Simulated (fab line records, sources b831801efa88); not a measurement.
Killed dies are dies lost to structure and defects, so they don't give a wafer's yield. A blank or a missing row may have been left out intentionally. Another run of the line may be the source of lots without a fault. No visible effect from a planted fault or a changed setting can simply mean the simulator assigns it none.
Which tool did it? ; flow gf180mcu ; 18 wafers from 6 lots sampled at 3 of the route's 602 steps

== WHAT EACH GAUGE READ, for each wafer ==
GF_M1_CD_MEAS_14 targets a cd of 230 nm.
lot;measured;on;cd-nm (nm)
L683;day 19 14:08;cd-sem-01;229.3 228.2 229.2
L688;day 21 15:14;cd-sem-02;206.3 207.9 206.7
L693;day 23 01:33;cd-sem-01;229.4 228.1 229.6
L696;day 23 22:44;cd-sem-01;230.4 229.6 230.2
L698;day 24 14:58;cd-sem-02;233.1 230.9 231.7
L700;day 25 06:43;cd-sem-01;231.7 230.5 231.4

== WHICH TOOL RAN EACH LOT (tool, then ch and the chambers of the sampled wafers, then the start) ==
lot;GF_CONTACT_CMP_27;GF_M1_PEB_12
L683;cmp-02 ch 2,3, day 18 13:19;litho-track-02 ch 0, day 19 13:47
L688;cmp-01 ch 1,2, day 20 14:31;litho-track-01 ch 0, day 21 14:53
L693;cmp-02 ch 1,2,3, day 22 02:37;litho-track-03 ch 0, day 23 01:13
L696;cmp-01 ch 0,1,2, day 23 00:10;litho-track-02 ch 0, day 23 22:23
L698;cmp-02 ch 0,1,2, day 23 16:19;litho-track-02 ch 0, day 24 14:37
L700;cmp-02 ch 0,1,3, day 24 08:38;litho-track-02 ch 0, day 25 06:22
- GF_CONTACT_CMP_27: polishes, stops on SiO2, t overpolish 15 s, target thk 0 nm.
- GF_M1_PEB_12: peb time 90 s.

== THE ANSWER, worked out from the rows above alone ==
Rule: the lots themselves supply what counts as usual. The widest of any qualifying gaps counts: lots, ordered by their means at a reading, are off when they make up no more than a third of the lots, leave a main group of 4 or more, and stand apart from it by 3 or more times the standard deviation of that group's means. Not used: any main group whose means are identical at the precision the tables above print for the reading. A lot without any number at a reading at which 4 lots or more have one is off too. Where the step has rows for the other lots, those lots are counted as sound.
Off at GF_M1_CD_MEAS_14 (cd-nm): L688. The main group: mean 230.2 nm, standard deviation 1.2.
A tool fits if, at a process step before that reading, it ran every lot that is off, and no sound lot after the first of them. Gauges at GF_M1_CD_MEAS_14: tried the same way as those tools. One candidate fits, namely litho-track-01 at GF_M1_PEB_12. It ran no sound lot before its first lot that is off in this sample, so the start can't be narrowed down.

== WHAT THE SIMULATOR PUT IN ==
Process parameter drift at GF_M1_PEB_12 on litho-track-01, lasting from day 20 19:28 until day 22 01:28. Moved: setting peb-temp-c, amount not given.
Lots struck among those shown: L688. The rule given above showed the same thing.
